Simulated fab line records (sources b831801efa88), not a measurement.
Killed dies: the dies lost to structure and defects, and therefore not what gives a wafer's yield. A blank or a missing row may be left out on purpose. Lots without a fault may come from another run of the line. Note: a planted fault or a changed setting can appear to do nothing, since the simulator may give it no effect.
Which of the tools did it?    flow gf180mcu    15 lots, 45 wafers sampled, at 2 steps of a route of 602

## WHAT EACH GAUGE READ, for each wafer
GF_LVPWELL_OVL_MEAS_07. Usual: LVPWELL_OVL typically reads 1.4 nm, with standard deviation 1.4.
lot   measured     on          LVPWELL_OVL (nm)  flag
L796  day 4 13:50  overlay-01  1.0 2.1 0.5       
L797  day 4 15:15  overlay-02  1.7 0.5 2.0       
L799  day 5 00:15  overlay-01  1.0 0.4 0.8       
L800  day 5 01:15  overlay-02  0.1 0.8 1.2       
L802  day 5 13:26  overlay-01  -1.3 -1.8 -1.7    
L801  day 5 13:31  overlay-02  1.6 0.8 0.8       
L810  day 7 03:41  overlay-01  2.3 1.8 2.6       
L811  day 7 08:40  overlay-02  0.8 1.8 3.3       
L812  day 7 15:00  overlay-02  -0.5 2.5 1.6      
L813  day 7 19:10  overlay-01  3.5 1.5 0.4       
L814  day 8 00:23  overlay-02  3.1 2.7 1.2       
L815  day 8 05:14  overlay-02  1.9 1.4 1.8       
L816  day 8 12:04  overlay-02  2.9 1.8 3.8       
L817  day 8 17:30  overlay-01  0.3 0.8 1.8       
L818  day 8 21:33  overlay-02  1.8 0.1 -0.2      

GF_MVPSD_OVL_MEAS_07. Usual: MVPSD_OVL typically reads 0.4 nm, with standard deviation 1.2.
lot   measured      on          MVPSD_OVL (nm)  flag
L796  day 5 17:53   overlay-02  0.9 0.8 0.7     
L797  day 5 19:20   overlay-02  2.0 1.4 0.9     
L799  day 6 05:44   overlay-01  -0.9 -1.1 -1.3  
L800  day 6 07:11   overlay-01  0.6 2.8 -0.3    
L802  day 6 18:29   overlay-01  -0.2 0.1 2.3    
L801  day 6 18:51   overlay-02  0.6 2.9 2.2     
L810  day 8 11:14   overlay-02  0.9 1.5 2.5     
L811  day 8 17:03   overlay-02  0.7 2.4 0.4     
L812  day 9 00:12   overlay-01  0.7 -0.5 0.1    
L813  day 9 03:30   overlay-01  0.3 1.0 -0.4    
L814  day 9 08:50   overlay-02  -0.1 -0.6 1.0   
L815  day 9 14:53   overlay-02  0.0 2.5 0.8     
L816  day 9 21:57   overlay-02  -0.2 -0.4 0.5   
L817  day 10 03:48  overlay-02  3.0 -0.5 1.2    
L818  day 10 07:42  overlay-02  -0.7 1.2 0.2    

## EACH LOT AND THE TOOL THAT RAN IT (in order: tool; ch and the chambers of the sampled wafers; start)
No process step before these readings appears in the record.

## WHAT THE TOOLS THEMSELVES READ (means of the sampled wafers that have a number; where no wafer has one, the mark that the record gives instead)
The record holds no such reading with a usual standard deviation.

## THE ANSWER, worked out from the rows above alone
Rule: lot off if the mean of its wafers having a number is beyond 3 standard deviations from the usual mean. Also off: a lot with no number at a reading for which 4 or more lots have one. All remaining lots with rows at the step are treated as sound. After the gauges, taken in route order, come the tools' own readings; for these a lot's mean is taken, as printed above. The first step at which some lot is off is used, and at that step the reading that is off furthest; a lot without a number counts as furthest.
Across all readings shown, no lot is off: no conclusion can be drawn from this.

## WHAT THE SIMULATOR HAD PUT IN
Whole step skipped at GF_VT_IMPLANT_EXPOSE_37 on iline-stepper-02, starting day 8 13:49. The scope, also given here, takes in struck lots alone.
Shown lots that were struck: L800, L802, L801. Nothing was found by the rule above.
